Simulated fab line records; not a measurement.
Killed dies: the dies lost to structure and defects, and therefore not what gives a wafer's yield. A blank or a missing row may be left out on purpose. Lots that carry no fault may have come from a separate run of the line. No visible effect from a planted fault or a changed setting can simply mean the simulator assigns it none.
2 desks looking at one fault	flow sky130	every desk sees just its own numbers, and what lay behind them comes last

METROLOGY DESK
Means of the sampled wafers that have a number, per lot and without regard to the tool the lot ran on: this is what the gauges read. The brackets show how far a lot's mean lies from the usual mean; more than 4 standard deviations puts the lot out of limits, marked OUT.
Columns: A = VT_ADJUST_LVTN_01_OVL at SKY_VT_ADJUST_LVTN_OVL_MEAS_18, usual -0.5 nm; B = VT_ADJUST_NCORE_TW at SKY_VT_ADJUST_NCORE_TW_MEAS_11, usual 220.3; C = GATE_OXIDE_TW at SKY_GATE_OXIDE_TW_MEAS_14, usual 226.9
lot	first seen here	A	B	C
L195	day 7 19:08	-3.3	220.5	226.2
L196	day 8 00:13	-0.5	220.0	227.1
L197	day 8 09:52	0.7	220.3	225.4
L198	day 8 16:11	1.3	220.9	227.5
L201	day 9 10:11	-1.9	221.8	226.6
L202	day 9 14:50	-0.1	220.7	228.8
L203	day 10 03:16	0.5	221.0	226.4
L204	day 10 08:50	1.0	219.9	228.1
L205	day 10 09:54	-1.5	220.5	225.9
L211	day 12 03:17	-0.6	219.8	228.2
L215	day 13 06:52	-0.5	218.9	226.6
L216	day 13 13:24	1.1	219.6	228.5
Finding of this desk: none of the 12 lots has anything out of limits.

AT THE TOOL OWNER'S DESK: rie_diel-03
The tool's own readings at SKY_CONTACT_ETCH_16 (etches BARC in N2/H2, stops on SiO2, time 45.9 s, target depth 60 nm): means of the sampled wafers that have a number, for each lot that ran on this tool. The brackets show how far a lot's mean lies from the usual mean; more than 4 standard deviations puts the lot out of limits, marked OUT.
Columns: A = drypump_motor_current_A at SKY_CONTACT_ETCH_16, usual 5.8 A; B = oes_product_au at SKY_CONTACT_ETCH_16, usual 0.854 a.u.; C = throttle_valve_pct at SKY_CONTACT_ETCH_16, usual 13.224 %
lot	first seen here	A	B	C
L196	day 31 10:56	5.8	0.859	13.219
L198	day 32 07:54	5.9	0.855	13.218
L202	day 33 12:17	5.6	0.855	13.221
L203	day 34 00:11	5.5	0.856	13.221
L211	day 36 06:22	6.3	0.853	13.225
Finding of this desk: none of the 5 lots has anything out of limits.

BROUGHT TOGETHER
Nothing out of limits was seen by the metrology desk.
Nothing out of limits was seen by the tool owner's desk.

WHAT THE SIMULATOR HAD INSERTED
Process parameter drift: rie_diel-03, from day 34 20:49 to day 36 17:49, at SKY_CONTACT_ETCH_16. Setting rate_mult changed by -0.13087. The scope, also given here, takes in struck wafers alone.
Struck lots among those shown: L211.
